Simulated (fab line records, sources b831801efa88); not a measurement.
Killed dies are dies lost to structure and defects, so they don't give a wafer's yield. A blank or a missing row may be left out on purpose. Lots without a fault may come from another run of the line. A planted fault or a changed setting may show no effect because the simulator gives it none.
Which tool did it? | flow sky130 | 10 lots, 29 wafers sampled, at 6 steps of a route of 708

WHAT THE GAUGES READ, wafer by wafer
SKY_VT_ADJUST_HVTP_CD_MEAS_07: target cd 380 nm. Usual: cd_nm 378.6 nm, standard deviation 2.8.
lot  | measured     | on        | cd_nm (nm)        | flag
L244 | day 6 04:01  | cd_sem-02 | 380.7 378.8 380.8 |
L245 | day 6 14:47  | cd_sem-01 | 381.3 381.7 381.1 |
L253 | day 8 14:28  | cd_sem-02 | 382.0 378.3       |
L257 | day 9 13:26  | cd_sem-02 | 370.7 371.7 373.9 |
L260 | day 10 09:56 | cd_sem-02 | 385.7 385.2 383.5 |
L263 | day 11 00:48 | cd_sem-01 | 379.1 377.8 380.2 |
L264 | day 11 10:16 | cd_sem-02 | 381.3 379.0 378.7 |
L265 | day 11 16:41 | cd_sem-01 | 378.6 380.5 379.8 |
L266 | day 11 21:19 | cd_sem-01 | 378.1 379.1 379.0 |
L267 | day 12 01:33 | cd_sem-01 | 376.3 377.2 375.4 |

SKY_SONOS_ONO_CD_MEAS_13: target cd 410 nm. Usual: cd_nm 410.5 nm, standard deviation 2.4.
lot  | measured     | on        | cd_nm (nm)        | flag
L244 | day 12 21:41 | cd_sem-02 | 408.1 409.1 409.1 |
L245 | day 13 13:09 | cd_sem-02 | 412.4 413.9 411.2 |
L253 | day 15 18:39 | cd_sem-02 | 412.0 412.7       |
L257 | day 16 23:29 | cd_sem-02 | 411.9 411.6 412.5 |
L260 | day 18 01:04 | cd_sem-01 | 411.3 409.1 411.9 |
L263 | day 18 23:53 | cd_sem-02 | 411.6 409.1 408.6 |
L264 | day 19 11:02 | cd_sem-02 | 410.8 410.3 410.5 |
L265 | day 20 00:10 | cd_sem-02 | 410.3 411.0 408.6 |
L266 | day 20 03:41 | cd_sem-02 | 414.1 416.2 415.5 |
L267 | day 20 07:05 | cd_sem-02 | 410.9 411.9 410.3 |

SKY_CAPM_RS_MEAS_03: measures by four-point-probe. Usual: CAPM_TIN_RS 6.96 ohm/sq, standard deviation 0.089.
lot  | measured     | on            | CAPM_TIN_RS (ohm/sq) | flag
L244 | day 36 22:08 | film_metro-01 | 7.07 7.09 6.94       |
L245 | day 37 07:08 | film_metro-02 | 6.82 6.95 6.70       |
L253 | day 39 11:59 | film_metro-01 | 6.57 7.08            |
L257 | day 40 08:28 | film_metro-02 | 6.85 7.08 6.81       |
L260 | day 41 07:36 | film_metro-01 | 7.02 6.97 6.93       |
L263 | day 42 04:35 | film_metro-02 | 6.93 6.95 6.96       |
L264 | day 42 10:12 | film_metro-02 | 6.89 7.05 6.96       |
L265 | day 42 21:50 | film_metro-02 | 6.94 6.93 6.86       |
L266 | day 43 00:53 | film_metro-02 | 7.07 6.85 6.93       |
L267 | day 43 05:20 | film_metro-02 | 6.75 6.91 6.99       |

SKY_CAPM_THK_MEAS_04: measures by xrf. Usual: CAPM_TIN_THK 198.3 nm, standard deviation 2.8.
lot  | measured     | on            | CAPM_TIN_THK (nm) | flag
L244 | day 36 22:16 | film_metro-01 | 195.2 194.9 199.6 |
L245 | day 37 07:15 | film_metro-02 | 203.4 198.9 205.9 |
L253 | day 39 12:05 | film_metro-01 | 209.5 196.5       |
L257 | day 40 08:35 | film_metro-02 | 201.7 195.8 203.4 |
L260 | day 41 07:43 | film_metro-01 | 197.4 199.8 199.3 |
L263 | day 42 04:41 | film_metro-02 | 199.8 199.0 199.7 |
L264 | day 42 10:19 | film_metro-02 | 202.4 196.2 200.0 |
L265 | day 42 21:56 | film_metro-02 | 199.9 200.3 201.2 |
L266 | day 43 01:00 | film_metro-02 | 195.4 202.3 200.0 |
L267 | day 43 05:27 | film_metro-02 | 204.6 200.6 198.1 |

WHICH TOOL RAN EACH LOT (tool, then ch and the chambers of the sampled wafers, then the start)
lot  | SKY_METAL1_ETCH_18                | SKY_CAPM_SPUTTER_02
L244 | rie_metal-01 ch 0,1, day 33 09:06 | pvd_sputter-04, day 36 22:02
L245 | rie_metal-01 ch 0,1, day 33 18:29 | pvd_sputter-02, day 37 07:01
L253 | rie_metal-02 ch 0,1, day 36 00:58 | pvd_sputter-04, day 39 11:49
L257 | rie_metal-01 ch 0,1, day 36 22:30 | pvd_sputter-03, day 40 08:20
L260 | rie_metal-02 ch 0, day 37 21:50   | pvd_sputter-02, day 41 07:29
L263 | rie_metal-04 ch 0, day 38 19:03   | pvd_sputter-04, day 42 04:26
L264 | rie_metal-01 ch 0,1, day 39 02:38 | pvd_sputter-03, day 42 10:05
L265 | rie_metal-01 ch 0,1, day 39 14:37 | pvd_sputter-02, day 42 21:42
L266 | rie_metal-04 ch 0,1, day 39 17:54 | pvd_sputter-03, day 43 00:46
L267 | rie_metal-04 ch 0,1, day 39 21:50 | pvd_sputter-02, day 43 05:13
- SKY_METAL1_ETCH_18: etches BARC in N2/H2, stops on SiO2, time 45.9 s, target depth 60 nm.
- SKY_CAPM_SPUTTER_02: material TiN, target thk 200 nm, time 166.7 s.

WHAT THE TOOLS THEMSELVES READ (means of the sampled wafers that have a number; where no wafer has one, the mark that the record gives instead)
SKY_METAL1_ETCH_18. Usual: drypump_motor_current_A 5.7 A, standard deviation 0.38; oes_product_au 0.856 a.u., standard deviation 0.0049; throttle_valve_pct 13.226 %, standard deviation 0.008.
lot  | tool         | drypump_motor_current_A (A) | oes_product_au (a.u.) | throttle_valve_pct (%) | flag
L244 | rie_metal-01 | 5.3                         | 0.862                 | 13.228                 |
L245 | rie_metal-01 | 5.4                         | 0.853                 | 13.221                 |
L253 | rie_metal-02 | 5.8                         | 0.857                 | 13.225                 |
L257 | rie_metal-01 | 5.3                         | 0.853                 | 13.234                 |
L260 | rie_metal-02 | 5.8                         | 0.855                 | 13.225                 |
L263 | rie_metal-04 | 6.5                         | 0.854                 | 13.215                 |
L264 | rie_metal-01 | 5.5                         | 0.853                 | 13.231                 |
L265 | rie_metal-01 | 5.4                         | 0.857                 | 13.222                 |
L266 | rie_metal-04 | 6.0                         | 0.861                 | 13.223                 |
L267 | rie_metal-04 | 5.9                         | 0.857                 | 13.221                 |

SKY_CAPM_SPUTTER_02. Usual: cathode_dc_power_W 6500.0 W, standard deviation 1.2; throttle_valve_pct 30.0 %, standard deviation 0.94.
lot  | tool           | cathode_dc_power_W (W) | throttle_valve_pct (%) | flag
L244 | pvd_sputter-04 | 6500.8                 | 29.5                   |
L245 | pvd_sputter-02 | 6499.0                 | 29.6                   |
L253 | pvd_sputter-04 | 6498.9                 | 30.4                   |
L257 | pvd_sputter-03 | 6499.6                 | 30.2                   |
L260 | pvd_sputter-02 | 6500.0                 | 30.9                   |
L263 | pvd_sputter-04 | 6500.3                 | 29.1                   |
L264 | pvd_sputter-03 | 6500.4                 | 30.1                   |
L265 | pvd_sputter-02 | 6499.6                 | 30.5                   |
L266 | pvd_sputter-03 | 6501.0                 | 29.4                   |
L267 | pvd_sputter-02 | 6499.7                 | 30.2                   |

THE ANSWER, worked out from the rows above alone
Rule: a lot is off if the mean of its wafers that have a number lies more than 3 standard deviations from the usual mean. A lot without any number at a reading at which 4 lots or more have one is off too. The other lots that the step has rows for count as sound. The gauges are gone through in route order, then the tools' own readings, and for those a lot's mean is taken as printed above. The first step at which some lot is off is used, and at that step the reading that is off furthest; a lot without a number counts as furthest.
No lot is off at any reading shown: from this, nothing can be told.

WHAT THE SIMULATOR HAD PUT IN
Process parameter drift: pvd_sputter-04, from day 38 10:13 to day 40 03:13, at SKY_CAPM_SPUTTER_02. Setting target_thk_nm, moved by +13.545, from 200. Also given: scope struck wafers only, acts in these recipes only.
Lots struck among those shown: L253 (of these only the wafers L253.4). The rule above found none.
